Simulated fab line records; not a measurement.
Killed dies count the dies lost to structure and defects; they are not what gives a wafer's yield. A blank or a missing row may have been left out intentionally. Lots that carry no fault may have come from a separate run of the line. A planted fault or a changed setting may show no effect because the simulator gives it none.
One fault seen from 2 desks    flow sky130    what lay behind the numbers comes last; until then each desk has only its own

== FOR THE TOOL OWNER'S DESK: iline_stepper-02 ==
The tool's own readings at SKY_VIA4_EXPOSE_08 (exposes mask VIM4, target cd 800 nm): means of the sampled wafers that have a number, for each lot that ran on this tool. A lot is out of limits, marked OUT, if its mean lies more than 4 standard deviations from the usual mean; the brackets give that distance.
Columns: A = exposure_dose_mJ_cm2 at SKY_VIA4_EXPOSE_08, usual 131.97
lot   first seen here  A
L156  day 42 01:33     132.01
L165  day 44 20:19     123.10 (-68) OUT
L166  day 45 04:25     123.06 (-69) OUT
L167  day 45 06:46     123.10 (-68) OUT
This desk finds L165, L166, L167 out of limits, L165 being first, at day 44 20:19 (exposure_dose_mJ_cm2 at SKY_VIA4_EXPOSE_08). In limits: L156.

== THE METROLOGY DESK ==
What the gauges read for every lot (on any tool): the sampled wafers with a number, averaged. A lot is out of limits, marked OUT, if its mean lies more than 4 standard deviations from the usual mean; the brackets give that distance.
Columns: A = VIA4_HDPCVD_THK at SKY_VIA4_THK_MEAS_01, usual 1735 nm; B = VIA4_BOW at SKY_VIA4_BOW_MEAS_03, usual 79 um; C = VIA4_OVL at SKY_VIA4_OVL_MEAS_11, usual -0.1 nm
lot   first seen here  A     B   C
L156  day 41 13:13     1727  78  1.9
L159  day 42 19:16     1717  88  0.3
L165  day 44 08:36     1756  63  -1.2
L166  day 44 16:49     1757  84  0.4
L167  day 44 19:50     1728  86  0.3
L178  day 47 15:14     1723  73  -2.3
L176  day 47 16:58     1703  76  -1.1
This desk found nothing out of limits on any of the 7 lots.

== TAKEN TOGETHER ==
The tool owner's desk had the chance to raise an alarm at day 44 20:19 on L165, L166, L167.
The metrology desk saw nothing out of limits.
The metrology desk has L165, L166, L167 on record, within its limits.
The lots listed all ran SKY_VIA4_EXPOSE_08 on iline_stepper-02.

== WHAT THE SIMULATOR HAD PUT IN ==
Process parameter drift: iline_stepper-02, from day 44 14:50 on, at SKY_VIA4_EXPOSE_08. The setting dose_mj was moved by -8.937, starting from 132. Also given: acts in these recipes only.
Shown lots that were struck: L165, L166, L167.
How many hours passed from the start of the fault until each desk's first out-of-limits reading: the tool owner's desk, 5.
